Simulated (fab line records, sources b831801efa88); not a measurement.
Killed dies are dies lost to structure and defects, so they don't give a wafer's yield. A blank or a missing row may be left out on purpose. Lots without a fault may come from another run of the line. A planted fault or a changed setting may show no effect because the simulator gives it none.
A struck lot beside a sound one | flow sky130 | 43 steps out of a route of 708
Sound: wafers L875.2, L875.3, L875.5. Struck: wafers L867.2, L867.3, L867.5. The cause comes at the end.
At each step with rows: each side's tool, then ch and its chambers, then its first start. Under that, the readings that differ: sound wafers | struck wafers | difference of the means | sigmas: that difference in standard deviations of wafers without a fault.
alike: readings whose means differ by less than 2 such deviations, and words and numbers that are the same on both sides. not compared: withheld readings, readings that some wafer has no value for, bounds like >300 that may hide the same value, and numbers for which the record gives no deviation and whose values overlap.
The two part at a step that has a row with sigmas, a row that says differs or no value, or rows on one side only. Numbers that don't overlap but have no deviation are shown without sigmas and don't part them. A reading that every wafer of one side lacks parts them only if that side has two wafers or more.

first, 2 steps without rows for these wafers: SKY_LOCAL_INTERCONNECT_PEB_09; SKY_LOCAL_INTERCONNECT_DEVELOP_10 (develop time 60 s).
SKY_LOCAL_INTERCONNECT_CD_MEAS_11: target cd 170 nm.
  sound on cd_sem-01, day 35 04:52; struck on cd_sem-01, day 32 12:25
  reading    | sound             | struck            | difference | sigmas
  cd_nm (nm) | 169.9 171.9 171.7 | 165.5 166.6 166.0 | -5.1       | -3
SKY_LOCAL_INTERCONNECT_OVL_MEAS_12:
  sound on overlay-02, day 35 04:58; struck on overlay-01, day 32 12:31
  alike: LOCAL_INTERCONNECT_OVL
SKY_LOCAL_INTERCONNECT_ETCH_13: etches BARC in N2/H2, stops on SiO2, time 45.9 s, target depth 60 nm.
  sound on rie_metal-04 ch 0,1, day 35 05:00; struck on rie_metal-04 ch 0,1, day 32 12:33
  alike: drypump_motor_current_A, n2_flow_sccm, oes_product_au, throttle_valve_pct
  not compared: rf_hours_counter_h
then, 6 steps without rows for these wafers: SKY_LOCAL_INTERCONNECT_METAL_ETCH_14 (etches TiN in Cl2/BCl3, stops on PSG, target depth 110 nm, time 31.4 s); SKY_LOCAL_INTERCONNECT_STRIP_15 (strips in O2/N2); SKY_LOCAL_INTERCONNECT_STRIP_16 (strips in post etch residue remover, time 1200 s); SKY_LOCAL_INTERCONNECT_CLEAN_17 (cleans in IPA, time 180 s); SKY_LOCAL_INTERCONNECT_CLEAN_18 (cleans in O3/DIW); SKY_CONTACT_CVD_00 (deposits Si3N4, target thk 75 nm).
SKY_CONTACT_THK_MEAS_01:
  sound on film_metro-01, day 35 05:45; struck on film_metro-02, day 32 13:18
  reading                 | sound          | struck         | difference | sigmas
  CONTACT_CVD_00_THK (nm) | 75.2 76.0 78.1 | 73.6 72.8 73.7 | -3.1       | -3
SKY_CONTACT_HDPCVD_02: deposits SiO2, target thk 565 nm, time 94.2 s.
  sound on hdpcvd-02 ch 1,2, day 35 05:48; struck on hdpcvd-01 ch 0,2, day 32 13:21
SKY_CONTACT_THK_MEAS_03:
  sound on film_metro-03, day 35 05:53; struck on film_metro-03, day 32 13:26
  alike: CONTACT_HDPCVD_THK
SKY_CONTACT_CMP_04: polishes SiO2.
  sound on cmp-02 ch 2,3, day 35 05:56; struck on cmp-02 ch 0,1, day 32 13:29
  alike: motor_current_A, platen_rpm, time_to_endpoint_s
SKY_CONTACT_BOW_MEAS_05:
  sound on film_metro-02, day 35 06:15; struck on film_metro-03, day 32 13:48
  alike: CONTACT_BOW
then, 8 steps without rows for these wafers: SKY_CONTACT_DEHYDRATE_06 (time 60 s); SKY_CONTACT_HMDS_07 (prime time 60 s); SKY_CONTACT_COAT_08 (resist thk 60 nm); SKY_CONTACT_COAT_09 (resist thk 450 nm); SKY_CONTACT_SOFTBAKE_10 (time 90 s); SKY_CONTACT_EXPOSE_11 (exposes mask CTM1, target cd 170 nm); SKY_CONTACT_PEB_12; SKY_CONTACT_DEVELOP_13 (develop time 60 s).
SKY_CONTACT_CD_MEAS_14: target cd 170 nm.
  sound on cd_sem-01, day 36 08:04; struck on cd_sem-01, day 33 15:43
  alike: cd_nm
SKY_CONTACT_OVL_MEAS_15:
  sound on overlay-02, day 36 08:10; struck on overlay-02, day 33 15:49
  alike: CONTACT_OVL
then, 7 steps without rows for these wafers: SKY_CONTACT_ETCH_16 (etches BARC in N2/H2, stops on SiO2, time 45.9 s, target depth 60 nm); SKY_CONTACT_ETCH_17 (etches SiO2 in C4F8/O2/Ar, stops on Si3N4, target depth 340 nm); SKY_CONTACT_ETCH_18 (etches Si3N4 in CHF3/O2, stops on TiN, time 39 s, target depth 75 nm); SKY_CONTACT_STRIP_19 (strips in O2/N2); SKY_CONTACT_STRIP_20 (strips in post etch residue remover, time 1200 s); SKY_CONTACT_CLEAN_21 (cleans in IPA, time 180 s); SKY_CONTACT_CLEAN_22 (cleans in O3/DIW).
SKY_CONTACT_SPUTTER_23: material TiN, target thk 20 nm, time 80 s.
  sound on pvd_sputter-01, day 36 09:00; struck on pvd_sputter-04, day 33 16:34
  alike: throttle_valve_pct
then, 1 step without rows for these wafers: SKY_CONTACT_CVD_24 (deposits W, target thk 340 nm, time 102.12 s).
SKY_CONTACT_RS_MEAS_25: measures by four-point-probe.
  sound on film_metro-01, day 36 09:11; struck on film_metro-01, day 33 16:46
  alike: CONTACT_W_RS
SKY_CONTACT_THK_MEAS_26: measures by xrf.
  sound on film_metro-01, day 36 09:18; struck on film_metro-01, day 33 16:52
  reading            | sound       | struck      | difference | sigmas
  CONTACT_W_THK (nm) | 334 338 338 | 355 354 345 | +15        | +3
then, 1 step without rows for these wafers: SKY_CONTACT_CMP_27 (polishes, stops on SiO2, t overpolish 15 s, target thk 0 nm).
SKY_METAL1_SPUTTER_00: material Ti, target thk 15 nm, time 10 s.
  sound on pvd_sputter-04, day 36 09:39; struck on pvd_sputter-03, day 33 17:24
  alike: throttle_valve_pct
SKY_METAL1_SPUTTER_01: material TiN, target thk 20 nm, time 16.7 s.
  sound on pvd_sputter-04, day 36 09:40; struck on pvd_sputter-03, day 33 17:25
  alike: throttle_valve_pct
then, 2 steps without rows for these wafers: SKY_METAL1_SPUTTER_02 (material AlCu, target thk 250 nm, time 13.3 s); SKY_METAL1_SPUTTER_03 (material Ti, target thk 5 nm, time 3.3 s).
-- the record jumps here: 14 days lie between the struck wafers' starts before and after (it left off in module METAL1 and takes up again in module PAD_OPEN, whose first step shown is number 708 of the route) --
SKY_PAD_OPEN_PROBE_99:
  sound on prober-01, day 49 06:58; struck on prober-01, day 47 06:16
  reading            | sound    | struck                                                                     | difference                   | sigmas
  hold               | - - -    | await_dispo/1.9h/release await_dispo/1.9h/release await_dispo/1.9h/release | no value on the sound wafers |
  killed_at_contacts | 35 21 25 | 46 84 58                                                                   | +36                          | +7
  killed_dies        | 92 97 77 | 102 129 110                                                                | +25                          | +3
  killed_open        | 59 56 48 | 34 38 44                                                                   | -16                          | -2
  alike: killed_at_M0_to_M3, killed_at_M4_up, killed_at_front_end, killed_at_other, killed_short

WHERE THEY PART
First at SKY_LOCAL_INTERCONNECT_CD_MEAS_11; last, within this record, at SKY_PAD_OPEN_PROBE_99.

WHY: what the simulator had put in
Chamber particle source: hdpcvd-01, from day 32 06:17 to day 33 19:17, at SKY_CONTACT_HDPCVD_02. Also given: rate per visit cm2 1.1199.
